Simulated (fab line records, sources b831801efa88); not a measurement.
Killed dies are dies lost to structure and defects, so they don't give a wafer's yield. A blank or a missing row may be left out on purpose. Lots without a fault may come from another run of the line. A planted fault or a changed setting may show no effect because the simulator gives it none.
Chamber matching | flow gf180mcu | GF_V5_CMP_04 on cmp-01: 4 sister chambers
The step polishes SiO2. 8 wafers are shown with their chamber, then 7 later ones without.

WAFERS WITH THEIR CHAMBER
wafer  | chamber | motor_current_A (A) | edge_zone_pressure_frac
L587.1 | 3       | 11.3                | 0.993
L588.1 | 3       | 11.7                | 1.000
L588.4 | 1       | 10.6                | 0.999
L591.1 | 1       | 11.0                | 1.000
L591.4 | 2       | 12.8                | 1.011
L591.5 | 0       | 11.6                | 0.993
L594.2 | 0       | 12.7                | 1.006
L594.3 | 2       | 12.0                | 0.998

WAFERS WITHOUT THEIR CHAMBER
wafer  | motor_current_A (A) | edge_zone_pressure_frac
L594.6 | 12.1                | 1.001
L596.1 | 10.9                | 0.993
L596.3 | 12.1                | 0.995
L596.6 | 11.8                | 1.002
L598.1 | 11.4                | 1.004
L598.2 | 11.3                | 1.008
L598.6 | 12.3                | 0.992

WHICH CHAMBER EACH WENT THROUGH
wafer  | from the rows above               | in truth
L594.6 | can't be placed: 0 or 2 or 3      | 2
L596.1 | can't be placed: 1 or 3 or 0      | 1
L596.3 | can't be placed: 0 or 3 or 2 or 1 | 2
L596.6 | can't be placed: 0 or 3 or 2 or 1 | 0
L598.1 | can't be placed: 3 or 1 or 0 or 2 | 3
L598.2 | can't be placed: 1 or 3 or 0 or 2 | 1
L598.6 | can't be placed: 0 or 3 or 2 or 1 | 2
Placed correctly: 0 of 7. Can't be placed from these rows: 7 (the true chamber is among the candidates in 7). Placed wrongly: 0.
How it was worked out, from the rows above alone: a wafer's distance from a chamber is the root of the sum, over the readings, of the square of ((its reading less the chamber's mean) divided by the reading's scatter). The wafer belongs to the nearest chamber; if the next one is less than 2 further off, it can't be placed. A chamber's mean is the mean of its shown wafers. The scatter: the root of (the sum of the squares of (reading less its chamber's mean) over the shown wafers, divided by (wafers less chambers)).
